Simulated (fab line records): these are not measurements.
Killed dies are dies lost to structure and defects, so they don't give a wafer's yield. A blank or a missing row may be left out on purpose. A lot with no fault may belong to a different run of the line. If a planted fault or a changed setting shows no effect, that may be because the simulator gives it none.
Chamber matching    flow sky130    SKY_CONTACT_CMP_04 on cmp-02 has 4 sister chambers
The step polishes SiO2. 14 wafers are shown with their chamber, then 7 later ones without.

== WAFERS WITH THEIR CHAMBER ==
wafer   chamber  motorCurrentA (A)  edgeZonePressureFrac
L756.1  3        11.4               1.013
L756.4  1        11.7               1.001
L756.5  1        11.5               0.997
L758.2  3        11.8               1.000
L758.4  2        10.1               1.002
L758.5  3        11.6               0.996
L759.1  3        11.9               0.997
L759.4  2        9.9                1.007
L759.5  0        10.7               1.004
L767.2  0        10.5               1.006
L767.3  1        11.6               1.007
L767.6  0        10.8               1.004
L771.2  2        9.7                1.001
L771.5  3        11.8               0.998

SIGNATURES, as means of the wafers listed above
reading               chamber 0  chamber 1  chamber 2  chamber 3  scatter within a chamber
motorCurrentA         10.667     11.600     9.900      11.700     0.175
edgeZonePressureFrac  1.00467    1.00167    1.00333    1.00080    0.00518
Rule: for each reading, subtract the chamber's mean from the wafer's reading, divide by that reading's scatter and square the result; add these up over the readings and take the root, which gives the wafer's distance from the chamber. If the next closest chamber is less than 2 further off than the closest, the wafer can't be placed; otherwise it belongs to the closest. The scatter: the root of (the sum of the squares of (reading less its chamber's mean) over the shown wafers, divided by (wafers less chambers)).

== WAFERS WITH NO CHAMBER GIVEN ==
wafer   motorCurrentA (A)  edgeZonePressureFrac
L771.6  11.0               1.002
L774.1  11.0               0.996
L774.2  10.1               0.990
L774.3  11.4               0.993
L775.1  9.4                1.002
L775.3  11.4               1.000
L775.6  9.6                1.003

== WHICH CHAMBER EACH ONE RAN IN ==
wafer   from the rows above           in truth
L771.6  can't be placed: 0 or 1       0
L774.1  can't be placed: 0 or 1 or 3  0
L774.2  can't be placed: 2 or 0       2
L774.3  can't be placed: 1 or 3       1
L775.1  2                             2
L775.3  can't be placed: 1 or 3       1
L775.6  2                             2
Correctly placed: 2 of 7. Not placeable from these rows: 5 (in 5, the candidates include the true chamber). Number placed wrongly: 0.
